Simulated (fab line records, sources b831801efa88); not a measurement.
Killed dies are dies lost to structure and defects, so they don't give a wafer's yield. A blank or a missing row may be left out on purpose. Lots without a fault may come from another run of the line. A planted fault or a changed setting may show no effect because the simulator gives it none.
Which tool did it? | flow gf180mcu | 10 lots, 30 wafers sampled, at 6 steps of a route of 602

WHAT THE GAUGES READ, wafer by wafer
GF_MIM_THK_MEAS_06. Usual: MIM_CVD_05_THK 42.1 nm, standard deviation 0.51.
lot  | measured     | on            | MIM_CVD_05_THK (nm) | flag
L493 | day 24 10:22 | film_metro-03 | 42.1 43.1 42.4      |
L494 | day 24 21:58 | film_metro-04 | 42.1 42.4 42.6      |
L497 | day 26 00:04 | film_metro-04 | 42.3 41.5 42.8      |
L500 | day 26 18:11 | film_metro-03 | 41.7 42.0 42.5      |
L502 | day 27 14:38 | film_metro-03 | 41.2 41.7 42.6      |
L506 | day 28 19:01 | film_metro-04 | 42.0 42.8 42.4      |
L512 | day 30 12:19 | film_metro-04 | 41.9 42.4 42.9      |
L513 | day 30 18:02 | film_metro-01 | 41.6 42.3 41.9      |
L514 | day 30 22:40 | film_metro-04 | 41.4 42.6 42.2      |
L516 | day 31 10:04 | film_metro-01 | 41.6 42.1 42.8      |

GF_MIM_RS_MEAS_10: measures by four-point-probe. Usual: MIM_ALCU_RS 0.1598 ohm/sq, standard deviation 0.0014.
lot  | measured     | on            | MIM_ALCU_RS (ohm/sq) | flag
L493 | day 24 10:32 | film_metro-04 | 0.1592 0.1580 0.1574 |
L494 | day 24 22:09 | film_metro-03 | 0.1593 0.1579 0.1572 |
L497 | day 26 00:15 | film_metro-03 | 0.1611 0.1603 0.1604 |
L500 | day 26 18:20 | film_metro-01 | 0.1590 0.1601 0.1583 |
L502 | day 27 14:49 | film_metro-04 | 0.1604 0.1612 0.1624 |
L506 | day 28 19:11 | film_metro-01 | 0.1583 0.1596 0.1591 |
L512 | day 30 12:29 | film_metro-03 | 0.1602 0.1593 0.1599 |
L513 | day 30 18:11 | film_metro-04 | 0.2064 0.1588 0.1600 | OFF
L514 | day 30 22:50 | film_metro-03 | 0.2043 0.1585 0.2079 | OFF
L516 | day 31 10:15 | film_metro-03 | 0.1596 0.1601 0.2077 | OFF

GF_MIM_THK_MEAS_11: measures by xrf. Usual: MIM_ALCU_THK 201.4 nm, standard deviation 1.9.
lot  | measured     | on            | MIM_ALCU_THK (nm) | flag
L493 | day 24 10:39 | film_metro-04 | 202.4 202.9 203.4 |
L494 | day 24 22:15 | film_metro-03 | 202.8 204.0 204.9 |
L497 | day 26 00:22 | film_metro-03 | 199.7 200.5 202.4 |
L500 | day 26 18:28 | film_metro-01 | 203.6 201.7 202.8 |
L502 | day 27 14:55 | film_metro-04 | 199.1 199.0 197.7 |
L506 | day 28 19:18 | film_metro-01 | 203.3 202.7 204.5 |
L512 | day 30 12:35 | film_metro-03 | 200.2 201.3 201.4 |
L513 | day 30 18:19 | film_metro-04 | 157.6 203.1 200.7 | OFF
L514 | day 30 22:57 | film_metro-03 | 159.2 202.0 157.1 | OFF
L516 | day 31 10:21 | film_metro-03 | 200.6 200.2 156.1 | OFF

WHICH TOOL RAN EACH LOT (tool, then ch and the chambers of the sampled wafers, then the start)
lot  | GF_MIM_SPUTTER_04            | GF_MIM_SPUTTER_08            | GF_MIM_SPUTTER_09
L493 | pvd_sputter-02, day 24 10:18 | pvd_sputter-03, day 24 10:29 | pvd_sputter-03, day 24 10:30
L494 | pvd_sputter-01, day 24 21:53 | pvd_sputter-03, day 24 22:04 | pvd_sputter-03, day 24 22:05
L497 | pvd_sputter-02, day 26 00:00 | pvd_sputter-01, day 26 00:11 | pvd_sputter-01, day 26 00:13
L500 | pvd_sputter-01, day 26 18:07 | pvd_sputter-02, day 26 18:17 | pvd_sputter-02, day 26 18:19
L502 | pvd_sputter-01, day 27 14:32 | pvd_sputter-02, day 27 14:43 | pvd_sputter-02, day 27 14:44
L506 | pvd_sputter-03, day 28 18:57 | pvd_sputter-02, day 28 19:07 | pvd_sputter-02, day 28 19:09
L512 | pvd_sputter-01, day 30 12:13 | pvd_sputter-03, day 30 12:24 | pvd_sputter-03, day 30 12:25
L513 | pvd_sputter-02, day 30 17:58 | pvd_sputter-03, day 30 18:08 | pvd_sputter-03, day 30 18:10
L514 | pvd_sputter-01, day 30 22:36 | pvd_sputter-03, day 30 22:47 | pvd_sputter-03, day 30 22:48
L516 | pvd_sputter-02, day 31 09:59 | pvd_sputter-03, day 31 10:10 | pvd_sputter-03, day 31 10:11
- GF_MIM_SPUTTER_04: material TiN, target thk 50 nm, time 41.7 s.
- GF_MIM_SPUTTER_08: material AlCu, target thk 200 nm, time 10.6 s.
- GF_MIM_SPUTTER_09: material TiN, target thk 35 nm, time 29.2 s.

WHAT THE TOOLS THEMSELVES READ (means of the sampled wafers that have a number; where no wafer has one, the mark that the record gives instead)
GF_MIM_SPUTTER_04. Usual: chamber_pressure_pa 0.4001 Pa, standard deviation 0.00082; throttle_valve_pct 29.9 %, standard deviation 1.
lot  | tool           | chamber_pressure_pa (Pa) | throttle_valve_pct (%) | flag
L493 | pvd_sputter-02 | 0.3997                   | 29.6                   |
L494 | pvd_sputter-01 | 0.3996                   | 29.5                   |
L497 | pvd_sputter-02 | 0.4004                   | 30.2                   |
L500 | pvd_sputter-01 | 0.3997                   | 29.7                   |
L502 | pvd_sputter-01 | 0.4004                   | 29.8                   |
L506 | pvd_sputter-03 | 0.4009                   | 30.6                   |
L512 | pvd_sputter-01 | 0.3998                   | 30.1                   |
L513 | pvd_sputter-02 | 0.3999                   | 30.1                   |
L514 | pvd_sputter-01 | 0.3996                   | 30.2                   |
L516 | pvd_sputter-02 | 0.4003                   | 29.9                   |

GF_MIM_SPUTTER_08. Usual: chamber_pressure_pa 0.4001 Pa, standard deviation 0.00075; throttle_valve_pct 29.8 %, standard deviation 1.2.
lot  | tool           | chamber_pressure_pa (Pa) | throttle_valve_pct (%) | flag
L493 | pvd_sputter-03 | 0.3993                   | 29.6                   |
L494 | pvd_sputter-03 | 0.4000                   | 29.8                   |
L497 | pvd_sputter-01 | 0.4001                   | 29.5                   |
L500 | pvd_sputter-02 | 0.4000                   | 30.1                   |
L502 | pvd_sputter-02 | 0.4010                   | 30.3                   |
L506 | pvd_sputter-02 | 0.4004                   | 29.9                   |
L512 | pvd_sputter-03 | 0.4002                   | 31.2                   |
L513 | pvd_sputter-03 | 0.3993                   | 29.9                   |
L514 | pvd_sputter-03 | 0.4010                   | 29.9                   |
L516 | pvd_sputter-03 | 0.4008                   | 29.1                   |

GF_MIM_SPUTTER_09. Usual: chamber_pressure_pa 0.4000 Pa, standard deviation 0.00076; throttle_valve_pct 29.8 %, standard deviation 1.2.
lot  | tool           | chamber_pressure_pa (Pa) | throttle_valve_pct (%) | flag
L493 | pvd_sputter-03 | 0.3994                   | 29.8                   |
L494 | pvd_sputter-03 | 0.4006                   | 29.9                   |
L497 | pvd_sputter-01 | 0.4006                   | 29.4                   |
L500 | pvd_sputter-02 | 0.4006                   | 30.0                   |
L502 | pvd_sputter-02 | 0.3991                   | 30.1                   |
L506 | pvd_sputter-02 | 0.3996                   | 30.2                   |
L512 | pvd_sputter-03 | 0.4002                   | 30.8                   |
L513 | pvd_sputter-03 | 0.4007                   | 29.8                   |
L514 | pvd_sputter-03 | 0.4010                   | 29.9                   |
L516 | pvd_sputter-03 | 0.4004                   | 29.3                   |

THE ANSWER, worked out from the rows above alone
Rule: a lot is off if the mean of its wafers that have a number lies more than 3 standard deviations from the usual mean. A lot without any number at a reading at which 4 lots or more have one is off too. The other lots that the step has rows for count as sound. The gauges are gone through in route order, then the tools' own readings, and for those a lot's mean is taken as printed above. The first step at which some lot is off is used, and at that step the reading that is off furthest; a lot without a number counts as furthest.
Off: L513, L514, L516, at GF_MIM_RS_MEAS_10 (MIM_ALCU_RS).
A tool fits if, at a process step before that reading, it ran every lot that is off, and no sound lot after the first of them. The gauges at GF_MIM_RS_MEAS_10 are tried like those tools. One fits: pvd_sputter-03 at GF_MIM_SPUTTER_08 and GF_MIM_SPUTTER_09. At GF_MIM_SPUTTER_08 its last sound lot is L512 (day 30 12:24), its first lot that is off L513 (day 30 18:08): a fault that began between those two fits.

WHAT THE SIMULATOR HAD PUT IN
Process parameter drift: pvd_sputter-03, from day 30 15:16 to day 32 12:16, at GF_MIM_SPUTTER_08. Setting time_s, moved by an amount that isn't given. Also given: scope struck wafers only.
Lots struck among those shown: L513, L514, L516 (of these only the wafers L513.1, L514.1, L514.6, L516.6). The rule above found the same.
